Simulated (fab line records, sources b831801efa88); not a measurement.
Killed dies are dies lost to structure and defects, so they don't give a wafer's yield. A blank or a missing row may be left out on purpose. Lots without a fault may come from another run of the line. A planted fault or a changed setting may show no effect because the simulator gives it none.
fab line records | flow sky130 | part 1 of 2: steps 1 to 30 of 39
record lots=5 wafers=15 last_day=50
route steps=708 shown LOCAL_INTERCONNECT@387 CONTACT@406
lots that met no fault: from a run of the same line without faults
start_h: hours from the record's first day to the start of the lot's first wafer shown | wait_h: hours since the lot's step before | " the same as in the row above | L1.1+2: a row that stands for several wafers | - no value, or no start given | * or withheld: withheld | < > ~ a bound
route shown NAME@n: a module of which the file shows steps, and the number in the route of the first | usual: mean/standard deviation of fault-free wafers | same: alike in all rows | chamber/n: place in a boat | sites: the reading at each site | _std_site: their standard deviation | _edge_site: outer sites' mean less inner sites' | radius_mm: how far each site lies from the wafer's centre | mask NAME#n: copy n | behind: the tool/chamber that last shaped the wafer | hold: why the lot was held/for how many hours/how that ended | device: the transistor (n, p or np) that didn't switch | end of line: the same wafers' tests at the end of the route | a step without rows: its recipe alone | killed: dies lost to structure and defects at the first sort, not the wafer's yield | map: a wafer's dies, x killed, . not, _ none there
set.NAME: the setting as run; set.NAME@STEP: as run at that earlier step | model.NAME: the simulator's own value behind a step, which no gauge read
lots at some steps of the route; a table a step, a row a wafer
services: from which hour (start_h, from the record's first day; less than 0 if before it) a tool's chamber was out of use, for how many hours, and why
## steps
# step SKY_LOCAL_INTERCONNECT_SPUTTER_00
# recipe material=TiN target_thk_nm=100 temp_c=300 power_w=6500 time_s=83.3 chamber_pressure_pa=0.4
# usual chamber_pressure_pa=0.4001/0.00085 throttle_valve_pct=29.8/0.71
# columns lot.wafer tool chamber start_h wait_h chamber_pressure_pa throttle_valve_pct
L082.1 pvd_sputter-03 - 735.18 0.1 0.3998 30.3
L082.4 " - " " 0.4008 31.3
L082.6 " - " " 0.4006 29.2
L086.1 pvd_sputter-01 - 767.76 0.1 0.3991 29.1
L086.2 " - " " 0.3988 30.2
L086.4 " - " " 0.4005 29.6
L092.2 pvd_sputter-03 - 808.48 0.1 0.4015 29.9
L092.4 " - " " 0.3993 30.5
L092.6 " - " " 0.3992 31.4
L094.3 pvd_sputter-02 - 835.91 0.1 0.3995 29.5
L094.4 " - " " 0.4009 28.9
L094.6 " - " " 0.4000 28.9
L095.4 pvd_sputter-01 - 847.10 0.1 0.4005 29.9
L095.5 " - " " 0.3996 28.8
L095.6 " - " " 0.4004 30.1
# step SKY_LOCAL_INTERCONNECT_RS_MEAS_01
# recipe thk_meas_gauge=four-point-probe reads=TiN_of_LOCAL_INTERCONNECT_SPUTTER_00
# usual LOCAL_INTERCONNECT_TIN_RS=14.13/0.14
# columns lot.wafer tool chamber start_h wait_h LOCAL_INTERCONNECT_TIN_RS[ohm/sq]
L082.1 film_metro-01 - 735.24 0.0 14.19
L082.4 " - " " 14.22
L082.6 " - " " 14.04
L086.1 film_metro-03 - 767.82 0.0 14.08
L086.2 " - " " 14.12
L086.4 " - " " 14.22
L092.2 film_metro-04 - 808.57 0.1 14.20
L092.4 " - " " 14.21
L092.6 " - " " 14.25
L094.3 film_metro-01 - 836.02 0.1 14.43
L094.4 " - " " 14.19
L094.6 " - " " 14.36
L095.4 film_metro-01 - 847.19 0.1 13.92
L095.5 " - " " 13.96
L095.6 " - " " 14.02
# step SKY_LOCAL_INTERCONNECT_THK_MEAS_02
# recipe thk_meas_gauge=xrf reads=TiN_of_LOCAL_INTERCONNECT_SPUTTER_00
# usual LOCAL_INTERCONNECT_TIN_THK=98.8/0.91
# columns lot.wafer tool chamber start_h wait_h LOCAL_INTERCONNECT_TIN_THK[nm]
L082.1 film_metro-01 - 735.36 0.1 98.2
L082.4 " - " " 97.8
L082.6 " - " " 99.0
L086.1 film_metro-03 - 767.94 0.1 99.4
L086.2 " - " " 99.1
L086.4 " - " " 98.0
L092.2 film_metro-04 - 808.68 0.1 98.9
L092.4 " - " " 98.9
L092.6 " - " " 98.7
L094.3 film_metro-01 - 836.12 0.1 96.8
L094.4 " - " " 98.4
L094.6 " - " " 97.6
L095.4 film_metro-01 - 847.28 0.1 100.7
L095.5 " - " " 99.9
L095.6 " - " " 99.1
# step SKY_LOCAL_INTERCONNECT_DEHYDRATE_03
# recipe temp_c=200 time_s=60
# columns lot.wafer tool chamber start_h wait_h
L082.1+4+6 litho_track-04 0 748.56 13.2
L086.1+2+4 litho_track-03 0 780.62 12.7
L092.2+4+6 litho_track-04 0 821.09 12.4
L094.3+4+6 litho_track-03 0 848.47 12.3
L095.4+5+6 litho_track-01 0 858.97 11.7
# step SKY_LOCAL_INTERCONNECT_HMDS_04
# recipe prime_time_s=60 prime_temp_c=120
# columns lot.wafer tool chamber start_h wait_h
L082.1+4+6 litho_track-04 0 748.71 0.1
L086.1+2+4 litho_track-03 0 780.77 0.1
L092.2+4+6 litho_track-04 0 821.24 0.1
L094.3+4+6 litho_track-03 0 848.62 0.1
L095.4+5+6 litho_track-01 0 859.12 0.1
# step SKY_LOCAL_INTERCONNECT_COAT_05
# recipe resist=BARC temp_c=withheld time_s=withheld spin_rpm=3000 resist_thk_nm=60
# columns lot.wafer tool chamber start_h wait_h
L082.1+4+6 litho_track-04 0 748.86 0.1
L086.1+2+4 litho_track-03 0 780.92 0.1
L092.2+4+6 litho_track-04 0 821.39 0.1
L094.3+4+6 litho_track-03 0 848.77 0.1
L095.4+5+6 litho_track-01 0 859.27 0.1
# step SKY_LOCAL_INTERCONNECT_COAT_06
# recipe resist=KrF-thick spin_rpm=3000 resist_thk_nm=450
# columns lot.wafer tool chamber start_h wait_h
L082.1+4+6 litho_track-04 0 - -
L086.1+2+4 litho_track-03 0 - -
L092.2+4+6 litho_track-04 0 - -
L094.3+4+6 litho_track-03 0 - -
L095.4+5+6 litho_track-01 0 - -
# step SKY_LOCAL_INTERCONNECT_SOFTBAKE_07
# recipe temp_c=100 time_s=90 resist=KrF-thick
# columns lot.wafer tool chamber start_h wait_h
L082.1+4+6 litho_track-04 0 - -
L086.1+2+4 litho_track-03 0 - -
L092.2+4+6 litho_track-04 0 - -
L094.3+4+6 litho_track-03 0 - -
L095.4+5+6 litho_track-01 0 - -
# step SKY_LOCAL_INTERCONNECT_EXPOSE_08
# recipe mask_id=LI1M na=0.8 source_shape=annular sigma_inner=0.55 sigma_outer=0.85 target_cd_nm=170 dose_mj=28
# usual stage_vel_mm_s=499.96/0.26
# columns lot.wafer tool chamber start_h wait_h mask stage_vel_mm_s
L082.1 krf_scanner-02 0 - - LI1M#0 500.28
L082.4 " 0 " " LI1M#0 500.00
L082.6 " 0 " " LI1M#0 499.95
L086.1 krf_scanner-02 0 - - LI1M#0 499.60
L086.2 " 0 " " LI1M#0 499.50
L086.4 " 0 " " LI1M#0 499.92
L092.2 krf_scanner-02 0 - - LI1M#0 499.74
L092.4 " 0 " " LI1M#0 500.11
L092.6 " 0 " " LI1M#0 500.27
L094.3 krf_scanner-02 0 - - LI1M#0 500.38
L094.4 " 0 " " LI1M#0 500.17
L094.6 " 0 " " LI1M#0 500.09
L095.4 krf_scanner-02 0 - - LI1M#0 500.16
L095.5 " 0 " " LI1M#0 500.16
L095.6 " 0 " " LI1M#0 500.39
# step SKY_LOCAL_INTERCONNECT_PEB_09
# recipe peb_temp_c=withheld peb_time_s=withheld resist=KrF-thick
# columns lot.wafer tool chamber start_h wait_h
L082.1+4+6 litho_track-03 0 - -
L086.1+2+4 litho_track-04 0 - -
L092.2+4+6 litho_track-03 0 - -
L094.3+4+6 litho_track-01 0 - -
L095.4+5+6 litho_track-03 0 - -
# step SKY_LOCAL_INTERCONNECT_DEVELOP_10
# recipe develop_time_s=60 resist=KrF-thick dev_temp_c=21
# columns lot.wafer tool chamber start_h wait_h
L082.1+4+6 litho_track-03 0 - -
L086.1+2+4 litho_track-04 0 - -
L092.2+4+6 litho_track-03 0 - -
L094.3+4+6 litho_track-01 0 - -
L095.4+5+6 litho_track-03 0 - -
# step SKY_LOCAL_INTERCONNECT_CD_MEAS_11
# recipe target_cd_nm=170
# usual cd_nm=169.7/1.5
# columns lot.wafer tool chamber start_h wait_h cd_nm
L082.1 cd_sem-01 - 762.47 - 170.9
L082.4 " - " " 169.0
L082.6 " - " " 169.6
L086.1 cd_sem-01 - 794.81 - 171.2
L086.2 " - " " 171.9
L086.4 " - " " 171.3
L092.2 cd_sem-01 - 834.39 - 170.4
L092.4 " - " " 169.2
L092.6 " - " " 170.4
L094.3 cd_sem-02 - 861.94 - 168.1
L094.4 " - " " 170.7
L094.6 " - " " 168.5
L095.4 cd_sem-02 - 872.78 - 172.3
L095.5 " - " " 172.5
L095.6 " - " " 171.2
# step SKY_LOCAL_INTERCONNECT_OVL_MEAS_12
# usual LOCAL_INTERCONNECT_OVL=-2/5.3
# columns lot.wafer tool chamber start_h wait_h LOCAL_INTERCONNECT_OVL[nm]
L082.1 overlay-02 - 762.59 0.1 -11
L082.4 " - " " -2
L082.6 " - " " -5
L086.1 overlay-02 - 794.93 0.1 0
L086.2 " - " " -11
L086.4 " - " " -10
L092.2 overlay-02 - 834.50 0.1 -9
L092.4 " - " " -12
L092.6 " - " " -10
L094.3 overlay-02 - 862.03 0.1 -8
L094.4 " - " " -4
L094.6 " - " " 1
L095.4 overlay-01 - 872.86 0.1 6
L095.5 " - " " 0
L095.6 " - " " 8
# step SKY_LOCAL_INTERCONNECT_ETCH_13
# recipe chemistry=N2/H2 target=BARC ion_energy_ev=200 bias_w=100 pressure_mtorr=30 n2_flow_sccm=100 h2_flow_sccm=200 icp_w=500 stop_on=SiO2 time_s=45.9 target_depth_a=600
# usual drypump_motor_current_A=5.7/0.36 oes_product_au=0.855/0.0047 throttle_valve_pct=13.225/0.0095
# columns lot.wafer tool chamber start_h wait_h drypump_motor_current_A oes_product_au rf_hours_counter_h throttle_valve_pct
L082.1 rie_metal-01 1 762.63 0.0 5.7 0.859 7 13.225
L082.4 " 0 " " 5.5 0.852 - 13.237
L082.6 " 1 " " 5.7 0.860 - 13.214
L086.1 rie_metal-02 0 794.97 0.0 6.2 0.856 15 13.207
L086.2 " 1 " " 5.5 0.856 12 13.220
L086.4 " 0 " " 6.2 0.852 - 13.211
L092.2 rie_metal-04 1 834.55 0.0 6.0 0.848 - 13.231
L092.4 " 1 " " 6.0 0.856 - 13.220
L092.6 " 1 " " 6.0 0.854 - 13.231
L094.3 rie_metal-02 1 862.10 0.1 5.5 0.859 - 13.223
L094.4 " 1 " " 5.5 0.858 - 13.211
L094.6 " 1 " " 5.5 0.859 - 13.226
L095.4 rie_metal-02 1 872.90 0.0 5.5 0.848 - 13.222
L095.5 " 1 " " 5.5 0.851 - 13.205
L095.6 " 0 " " 6.2 0.857 - 13.227
# step SKY_LOCAL_INTERCONNECT_METAL_ETCH_14
# recipe target_depth_nm=110 stop_on=PSG chemistry=Cl2/BCl3 target=TiN resist_sidewall_deg=88 pressure_mtorr=10 icp_w=900 bias_w=48.5 Cl2_flow_sccm=60 bcl3_flow_sccm=30 time_s=31.4
# usual bcl3_flow_sccm=29.99/0.084 drypump_motor_current_A=5.7/0.37 mfc_cl2_sccm=60.00/0.18 oes_product_au=0.941/0.0068 throttle_valve_pct=21.901/0.0097
# columns lot.wafer tool chamber start_h wait_h bcl3_flow_sccm drypump_motor_current_A mfc_cl2_sccm oes_product_au rf_hours_counter_h throttle_valve_pct
L082.1 rie_metal-01 1 762.69 0.0 30.01 5.7 60.08 0.937 7 21.877
L082.4 " 0 " " 30.05 5.4 59.79 0.933 - 21.898
L082.6 " 1 " " 29.87 5.7 60.32 0.941 - 21.899
L086.1 rie_metal-02 0 795.03 0.0 29.88 6.2 59.70 0.951 15 21.890
L086.2 " 1 " " 29.98 5.5 59.82 0.940 12 21.904
L086.4 " 0 " " 29.98 6.2 60.09 0.930 - 21.911
L092.2 rie_metal-04 1 834.67 0.1 29.96 6.0 59.91 0.933 - 21.898
L092.4 " 1 " " 30.05 6.0 59.59 0.937 - 21.911
L092.6 " 1 " " 29.98 6.0 59.87 0.939 - 21.904
L094.3 rie_metal-02 1 862.22 0.1 30.00 5.5 60.08 0.934 - 21.914
L094.4 " 1 " " 30.17 5.5 60.09 0.942 - 21.930
L094.6 " 1 " " 30.07 5.5 60.14 0.932 - 21.912
L095.4 rie_metal-02 1 872.96 0.0 29.98 5.5 59.96 0.945 - 21.908
L095.5 " 1 " " 29.97 5.5 59.88 0.952 - 21.899
L095.6 " 0 " " 29.94 6.2 60.06 0.938 - 21.890
# step SKY_LOCAL_INTERCONNECT_STRIP_15
# recipe chemistry=O2/N2 power_w=1400 pressure_mtorr=1500 platen_temp_c=withheld o2_flow_sccm=3000 n2_flow_sccm=300 overash_fraction=0.5
# usual drypump_motor_current_A=5.87/0.18 oes_product_au=0.428/0.0046 strip_time_to_endpoint_s=4.730/0.019
# columns lot.wafer tool chamber start_h wait_h drypump_motor_current_A oes_product_au rf_hours_counter_h strip_time_to_endpoint_s
L082.1 plasma_asher-02 1 762.74 0.0 5.90 0.431 2 4.741
L082.4 " 0 " " 5.68 0.426 - 4.736
L082.6 " 1 " " 5.91 0.431 - 4.736
L086.1 plasma_asher-03 0 795.08 0.0 5.63 0.428 102 4.699
L086.2 " 1 " " 6.26 0.424 102 4.739
L086.4 " 1 " " 6.28 0.428 - 4.715
L092.2 plasma_asher-02 0 834.76 0.1 5.69 0.436 9 4.747
L092.4 " 0 " " 5.68 0.434 - 4.754
L092.6 " 1 " " 5.86 0.432 - 4.702
L094.3 plasma_asher-04 1 862.32 0.1 5.89 0.423 - 4.736
L094.4 " 0 " " 5.89 0.425 - 4.685
L094.6 " 1 " " 5.90 0.423 - 4.708
L095.4 plasma_asher-02 0 873.03 0.1 5.69 0.428 - 4.746
L095.5 " 0 " " 5.71 0.422 - 4.741
L095.6 " 1 " " 5.88 0.431 - 4.722
# step SKY_LOCAL_INTERCONNECT_STRIP_16
# recipe chemistry=post_etch_residue_remover time_s=1200 temp_c=72.5
# columns lot.wafer tool chamber start_h wait_h
L082.1+4+6 wet_bench-03 0 762.84 0.1
L086.1+2+4 wet_bench-02 0 795.18 0.1
L092.2+4+6 wet_bench-03 3 834.86 0.1
L094.3+4+6 wet_bench-04 2 862.38 0.0
L095.4+5+6 wet_bench-02 3 873.09 0.0
# step SKY_LOCAL_INTERCONNECT_CLEAN_17
# recipe chemistry=IPA time_s=180 temp_c=25
# columns lot.wafer tool chamber start_h wait_h
L082.1+4+6 wet_bench-02 2 763.18 0.0
L086.1+2+4 wet_bench-04 3 795.52 0.0
L092.2+4+6 wet_bench-02 1 835.23 0.0
L094.3+4+6 wet_bench-02 3 862.73 0.0
L095.4+5+6 wet_bench-03 1 873.43 0.0
# step SKY_LOCAL_INTERCONNECT_CLEAN_18
# recipe chemistry=O3/DIW dry=n2_spin
# columns lot.wafer tool chamber start_h wait_h
L082.1+4+6 wet_bench-04 3 763.24 0.0
L086.1+2+4 wet_bench-02 1 795.58 0.0
L092.2+4+6 wet_bench-04 0 835.29 0.0
L094.3+4+6 wet_bench-03 1 862.78 0.0
L095.4+5+6 wet_bench-04 3 873.49 0.0
# step SKY_CONTACT_CVD_00
# recipe material=Si3N4 target_thk_nm=75 temp_c=400 time_s=withheld rf_w=450
# usual heater_power_w=699/77
# columns lot.wafer tool chamber start_h wait_h heater_power_w
L082.1 pecvd-02 1 763.34 0.0 752
L082.4 " 0 " " 614
L082.6 " 1 " " 757
L086.1 pecvd-04 2 795.67 0.0 857
L086.2 " 0 " " 652
L086.4 " 0 " " 674
L092.2 pecvd-02 2 835.39 0.0 681
L092.4 " 1 " " 730
L092.6 " 0 " " 586
L094.3 pecvd-02 1 862.88 0.0 678
L094.4 " 2 " " 606
L094.6 " 0 " " 581
L095.4 pecvd-01 2 873.60 0.0 800
L095.5 " 0 " " 752
L095.6 " 1 " " 667
# step SKY_CONTACT_THK_MEAS_01
# recipe reads=Si3N4_of_CONTACT_CVD_00
# usual CONTACT_CVD_00_THK=75.1/1
# columns lot.wafer tool chamber start_h wait_h CONTACT_CVD_00_THK[nm]
L082.1 film_metro-02 - 763.38 - 74.7
L082.4 " - " " 75.8
L082.6 " - " " 76.1
L086.1 film_metro-04 - 795.72 - 73.3
L086.2 " - " " 73.1
L086.4 " - " " 73.5
L092.2 film_metro-03 - 835.44 - 74.6
L092.4 " - " " 76.1
L092.6 " - " " 75.6
L094.3 film_metro-04 - 862.93 - 74.6
L094.4 " - " " 75.4
L094.6 " - " " 74.6
L095.4 film_metro-04 - 873.65 - 76.3
L095.5 " - " " 74.4
L095.6 " - " " 74.4
# step SKY_CONTACT_HDPCVD_02
# recipe material=SiO2 target_thk_nm=565 sigma_open_frac=0.3 time_s=94.2 temp_c=600 sih4_flow_sccm=60 pressure_mtorr=6
# usual sih4_flow_sccm=59.99/0.17
# columns lot.wafer tool chamber start_h wait_h sih4_flow_sccm
L082.1 hdpcvd-01 1 763.44 0.1 60.17
L082.4 " 0 " " 59.57
L082.6 " 2 " " 60.19
L086.1 hdpcvd-01 1 795.78 0.1 60.15
L086.2 " 0 " " 60.09
L086.4 " 0 " " 59.89
L092.2 hdpcvd-02 2 835.49 0.0 59.97
L092.4 " 0 " " 59.94
L092.6 " 2 " " 59.86
L094.3 hdpcvd-02 1 862.97 0.0 60.06
L094.4 " 1 " " 59.96
L094.6 " 0 " " 60.18
L095.4 hdpcvd-02 2 873.71 0.1 59.82
L095.5 " 1 " " 59.98
L095.6 " 0 " " 59.83
# step SKY_CONTACT_THK_MEAS_03
# recipe reads=SiO2_of_CONTACT_HDPCVD_02
# usual CONTACT_HDPCVD_THK=565/6.6
# columns lot.wafer tool chamber start_h wait_h CONTACT_HDPCVD_THK[nm]
L082.1 film_metro-03 - 763.50 0.0 569
L082.4 " - " " 556
L082.6 " - " " 566
L086.1 film_metro-02 - 795.85 0.0 561
L086.2 " - " " 569
L086.4 " - " " 569
L092.2 film_metro-04 - 835.57 0.0 562
L092.4 " - " " 569
L092.6 " - " " 563
L094.3 film_metro-03 - 863.06 0.1 561
L094.4 " - " " 565
L094.6 " - " " 575
L095.4 film_metro-03 - 873.78 0.0 558
L095.5 " - " " 565
L095.6 " - " " 571
# step SKY_CONTACT_CMP_04
# recipe material=SiO2 down_force_psi=4 platen_rpm=60 pad_velocity_m_s=0.94248
# usual motor_current_A=12.0/1.1 time_to_endpoint_s=80/4
# columns lot.wafer tool chamber start_h wait_h motor_current_A time_to_endpoint_s
L082.1 cmp-02 1 763.56 0.1 11.8 84
L082.4 " 3 " " 12.6 76
L082.6 " 2 " " 11.6 78
L086.1 cmp-01 1 797.23 1.4 12.9 80
L086.4 " 3 " " 10.8 79
L086.2 " 0 " " 10.6 83
L092.4 cmp-02 0 835.67 0.1 13.8 82
L092.2 " 2 " " 11.4 78
L092.6 " 0 " " 13.1 81
L094.3 cmp-01 0 863.15 0.1 10.2 77
L094.4 " 1 " " 12.0 79
L094.6 " 0 " " 10.9 84
L095.4 cmp-01 1 873.86 0.1 11.9 76
L095.6 " 0 " " 10.3 86
L095.5 " 1 " " 11.6 80
# step SKY_CONTACT_BOW_MEAS_05
# recipe mode=bow
# usual CONTACT_BOW=83/6.9
# columns lot.wafer tool chamber start_h wait_h CONTACT_BOW[um]
L082.1 film_metro-04 - 763.86 0.2 80
L082.4 " - " " 86
L082.6 " - " " 87
L086.1 film_metro-04 - 797.53 0.2 77
L086.2 " - " " 70
L086.4 " - " " 93
L092.2 film_metro-02 - 835.94 0.1 87
L092.4 " - " " 88
L092.6 " - " " 90
L094.3 film_metro-04 - 863.44 0.2 61
L094.4 " - " " 88
L094.6 " - " " 75
L095.4 film_metro-02 - 874.17 0.3 88
L095.5 " - " " 77
L095.6 " - " " 85
# step SKY_CONTACT_DEHYDRATE_06
# recipe temp_c=200 time_s=60
# columns lot.wafer tool chamber start_h wait_h
L082.1+4+6 litho_track-02 0 776.49 12.6
L086.1+2+4 litho_track-02 0 810.24 12.7
L092.2+4+6 litho_track-04 0 848.49 12.5
L094.3+4+6 litho_track-01 0 875.65 12.2
L095.4+5+6 litho_track-02 0 886.17 12.0
# step SKY_CONTACT_HMDS_07
# recipe prime_time_s=60 prime_temp_c=120
# columns lot.wafer tool chamber start_h wait_h
L082.1+4+6 litho_track-02 0 776.64 0.1
L086.1+2+4 litho_track-02 0 810.39 0.1
L092.2+4+6 litho_track-04 0 848.64 0.1
L094.3+4+6 litho_track-01 0 875.80 0.1
L095.4+5+6 litho_track-02 0 886.32 0.1
# step SKY_CONTACT_COAT_08
# recipe resist=BARC temp_c=withheld time_s=withheld spin_rpm=3000 resist_thk_nm=60
# columns lot.wafer tool chamber start_h wait_h
L082.1+4+6 litho_track-02 0 776.79 0.1
L086.1+2+4 litho_track-02 0 810.54 0.1
L092.2+4+6 litho_track-04 0 848.79 0.1
L094.3+4+6 litho_track-01 0 875.95 0.1
L095.4+5+6 litho_track-02 0 886.47 0.1
# step SKY_CONTACT_COAT_09
# recipe resist=KrF-thick spin_rpm=3000 resist_thk_nm=450
# columns lot.wafer tool chamber start_h wait_h
L082.1+4+6 litho_track-02 0 - -
L086.1+2+4 litho_track-02 0 - -
L092.2+4+6 litho_track-04 0 - -
L094.3+4+6 litho_track-01 0 - -
L095.4+5+6 litho_track-02 0 - -
# step SKY_CONTACT_SOFTBAKE_10
# recipe temp_c=100 time_s=90 resist=KrF-thick
# columns lot.wafer tool chamber start_h wait_h
L082.1+4+6 litho_track-02 0 - -
L086.1+2+4 litho_track-02 0 - -
L092.2+4+6 litho_track-04 0 - -
L094.3+4+6 litho_track-01 0 - -
L095.4+5+6 litho_track-02 0 - -
